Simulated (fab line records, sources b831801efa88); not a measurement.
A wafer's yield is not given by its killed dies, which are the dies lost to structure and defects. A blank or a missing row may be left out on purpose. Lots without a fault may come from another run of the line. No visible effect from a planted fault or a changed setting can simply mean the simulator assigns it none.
Comparing a struck lot with a sound one | flow sky130 | 37 out of 708 route steps
Sound: the wafers L583.2, L583.3, L583.4. Wafers struck: L595.1, L595.4, L595.6. The cause is given at the end.
At each step with rows: each side's tool, then ch and its chambers, then its first start. Under that, the readings that differ: sound wafers | struck wafers | difference of the means | sigmas: that difference in standard deviations of wafers without a fault.
alike: readings whose means differ by less than 2 such deviations, and words and numbers that are the same on both sides. not compared: withheld readings, readings that some wafer has no value for, bounds like >300 that may hide the same value, and numbers for which the record gives no deviation and whose values overlap.
The two part at a step that has a row with sigmas, a row that says differs or no value, or rows on one side only. Numbers that have no deviation but don't overlap get no sigmas and don't part them. Lack of a reading on every wafer of one side parts them only where that side has two or more wafers.

first, 10 steps without rows for these wafers: SKY_LDD_LDN_SOFTBAKE_03 (time 60 s); SKY_LDD_LDN_EXPOSE_04 (exposes mask LDNTM, target cd 700 nm); SKY_LDD_LDN_PEB_05; SKY_LDD_LDN_DEVELOP_06 (develop time 60 s); SKY_LDD_LDN_IMPLANT_08; SKY_LDD_LDN_IMPLANT_09; SKY_LDD_LDN_IMPLANT_10; SKY_LDD_LDN_IMPLANT_11; SKY_LDD_LDN_STRIP_12 (strips in O2/N2); SKY_LDD_LDN_CLEAN_14 (cleans in SC1/SC2, time 150 s).
SKY_SPACER_CVD_00: deposits Si3N4 from DCS/NH3, target thk 43.1 nm, time 740 s.
  sound on lpcvd-02 ch 0, day 22 19:14; struck on lpcvd-02 ch 1, day 27 04:08
  reading                                  | sound             | struck            | difference | sigmas
  model.Si3N4_of_SPACER_CVD_00.thk-nm (nm) | 43.49 43.48 43.26 | 25.33 25.45 25.55 | -17.97     |
SKY_SPACER_THK_MEAS_01:
  sound: film-metro-03 at day 22 20:27; struck: film-metro-02 at day 27 05:34
  reading                | sound          | struck         | difference | sigmas
  SPACER_CVD_00_THK (nm) | 43.5 43.5 43.2 | 25.3 25.5 25.5 | -18.0      | -41
  not compared: hold
SKY_SPACER_ETCHBACK_02: etches Si3N4 in CH3F/O2, stops on SiO2, time 46.7 s, target depth 45 nm.
  sound on rie-diel-03 ch 0,1,3, day 22 20:30; struck on rie-diel-03 ch 0,1,3, day 27 07:08
  reading                  | sound                | struck                                                                     | difference                   | sigmas
  hold                     | - - -                | await-dispo/1.5h/release await-dispo/1.5h/release await-dispo/1.5h/release | no value on the sound wafers |
  oes-product-au (a.u.)    | 0.860 0.858 0.861    | 0.659 0.653 0.652                                                          | -0.205                       | -30
  throttle-valve-pct (%)   | 10.552 10.572 10.554 | 10.536 10.530 10.550                                                       | -0.021                       | -2
  model.etch.depth-nm (nm) | 43.49 43.48 43.26    | 25.33 25.45 25.55                                                          | -17.97                       |
  alike: O2_flow_sccm, drypump-motor-current-A
  not compared: rf-hours-counter-h
then, 22 steps without rows for these wafers: SKY_POLY_CUT_DEHYDRATE_00 (time 60 s); SKY_POLY_CUT_HMDS_01 (prime time 60 s); SKY_POLY_CUT_COAT_02 (resist thk 60 nm); SKY_POLY_CUT_COAT_03 (resist thk 450 nm); SKY_POLY_CUT_SOFTBAKE_04 (time 90 s); SKY_POLY_CUT_EXPOSE_05 (exposes mask NPCM, target cd 270 nm); SKY_POLY_CUT_PEB_06; SKY_POLY_CUT_DEVELOP_07 (develop time 60 s); SKY_POLY_CUT_ETCH_10 (etches BARC in N2/H2, stops on SiO2, time 45.9 s, target depth 60 nm); SKY_POLY_CUT_ETCH_11 (etches Si3N4 in CF4/CH2F2/Ar, stops on poly-Si, time 42.5 s, target depth 60 nm); SKY_POLY_CUT_STRIP_12 (strips in O2/N2); SKY_SD_P_DEHYDRATE_00 (time 60 s); SKY_SD_P_HMDS_01 (prime time 60 s); SKY_SD_P_COAT_02 (resist thk 1140 nm); SKY_SD_P_SOFTBAKE_03 (time 60 s); SKY_SD_P_EXPOSE_04 (exposes mask PSDM, target cd 380 nm); SKY_SD_P_PEB_05; SKY_SD_P_DEVELOP_06 (develop time 60 s); SKY_SD_P_IMPLANT_09; SKY_SD_P_STRIP_10 (strips in O2/N2); SKY_RES_XHIGH_DEHYDRATE_00 (time 60 s); SKY_RES_XHIGH_HMDS_01 (prime time 60 s).
-- the record jumps here: 5 days lie between the struck wafers' starts before and after (it left off in module RES_XHIGH and takes up again in module SALICIDE, whose first step shown is number 361 of the route) --
SKY_SALICIDE_CLEAN_00: cleans in HF-last, time 30 s.
  sound on wet-bench-03 ch 1, day 27 18:44; struck on wet-bench-04 ch 2, day 31 20:29
  reading                                  | sound             | struck            | difference | sigmas
  model.Si3N4_of_SPACER_CVD_00.thk-nm (nm) | 42.51 42.51 42.29 | 24.36 24.48 24.58 | -17.96     |
-- the record jumps here: 17 days lie between the struck wafers' starts before and after (it left off in module SALICIDE and takes up again in module PAD_OPEN, whose first step shown is number 708 of the route) --
SKY_PAD_OPEN_PROBE_99:
  sound: prober-01 at day 45 13:52; struck: prober-01 at day 48 11:42
  reading                                 | sound             | struck            | difference | sigmas
  model.etest.pfet_01v8.r-on-ohm-um       | 2932 2932 2868    | 2398 2360 2398    | -525       |
  model.etest.pfet-g5v0d10v5.r-on-ohm-um  | 4770 4796 4764    | 4705 4611 4646    | -123       |
  model.etest.nfet-g5v0d10v5.r-on-ohm-um  | 1871 1875 1884    | 1792 1773 1786    | -93        |
  model.etest.sonos-uncharged.r-on-ohm-um | 819.5 804.8 795.2 | 711.4 716.4 724.1 | -89.2      |
  model.etest.res-pdiff.line-ohm-um       | 1369 1351 1346    | 1306 1306 1305    | -50        |
  model.etest.nfet_01v8_lvt.drive-ua-um   | 569 555.2 563.8   | 633.3 636.9 625.6 | +69.3      |
  model.etest.pfet_01v8.drive-ua-um       | 186.9 188.8 194.1 | 242.3 247.4 243.1 | +54.3      |
  model.etest.sram-nfet-pass.drive-ua-um  | 490.6 479.2 484.6 | 564.4 526.6 537.6 | +58.1      |
  alike: killed_at_M0_to_M3, killed_at_M4_up, killed-at-contacts, killed-at-front-end, killed-at-other, killed-dies, killed-open, killed-short

== WHERE THEY PART ==
Last at SKY_SPACER_ETCHBACK_02 as far as this record goes, first at SKY_SPACER_THK_MEAS_01. Later steps at which nothing parts them and some readings are alike: SKY_PAD_OPEN_PROBE_99.

WHY: what had been put in by the simulator
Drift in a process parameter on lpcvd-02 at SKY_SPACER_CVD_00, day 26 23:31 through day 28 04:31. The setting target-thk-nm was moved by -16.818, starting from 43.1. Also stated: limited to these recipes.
